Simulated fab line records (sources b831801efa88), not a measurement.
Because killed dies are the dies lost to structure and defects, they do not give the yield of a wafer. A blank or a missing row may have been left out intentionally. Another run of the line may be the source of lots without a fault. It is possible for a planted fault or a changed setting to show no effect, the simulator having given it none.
Chamber matching :: flow sky130 :: SKY_LI_CONTACT_CMP_02 on cmp-01 has 4 sister chambers
The step polishes PSG. 4 wafers are shown with their chamber, then 6 later ones without.

== EACH WAFER AND ITS CHAMBER ==
wafer: L184.1
chamber: 1
motor current A (A): 10.2

wafer: L185.4
chamber: 0
motor current A (A): 11.3

wafer: L185.6
chamber: 3
motor current A (A): 14.1

wafer: L187.5
chamber: 2
motor current A (A): 11.7

== WAFERS WHOSE CHAMBER IS MISSING ==
wafer: L187.6
motor current A (A): 10.4

wafer: L194.1
motor current A (A): 11.0

wafer: L194.6
motor current A (A): 10.6

wafer: L200.1
motor current A (A): 11.1

wafer: L200.4
motor current A (A): 13.9

wafer: L200.5
motor current A (A): 11.2

== EACH ONE'S CHAMBER ==
wafer: L187.6
from the rows above: 1
in truth: 1

wafer: L194.1
from the rows above: can't be placed: 0 or 2 or 1
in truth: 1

wafer: L194.6
from the rows above: can't be placed: 1 or 0
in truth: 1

wafer: L200.1
from the rows above: can't be placed: 0 or 2
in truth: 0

wafer: L200.4
from the rows above: 3
in truth: 3

wafer: L200.5
from the rows above: can't be placed: 0 or 2
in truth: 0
Correctly placed: 2 of 6. Unplaceable from these rows: 4, with the true chamber sitting among the candidates in 4. Wrongly placed: 0.
How it was worked out, from the rows above alone: a wafer's distance from a chamber is the root of the sum, over the readings, of the square of ((its reading less the chamber's mean) divided by the reading's scatter). If the next closest chamber is less than 2 further off than the closest, the wafer can't be placed; otherwise it belongs to the closest. The mean given for a chamber averages the wafers shown for that chamber. The scatter (one wafer shown for each chamber): square how far every hidden wafer sits from the nearest shown wafer, average those squares and take the square root.
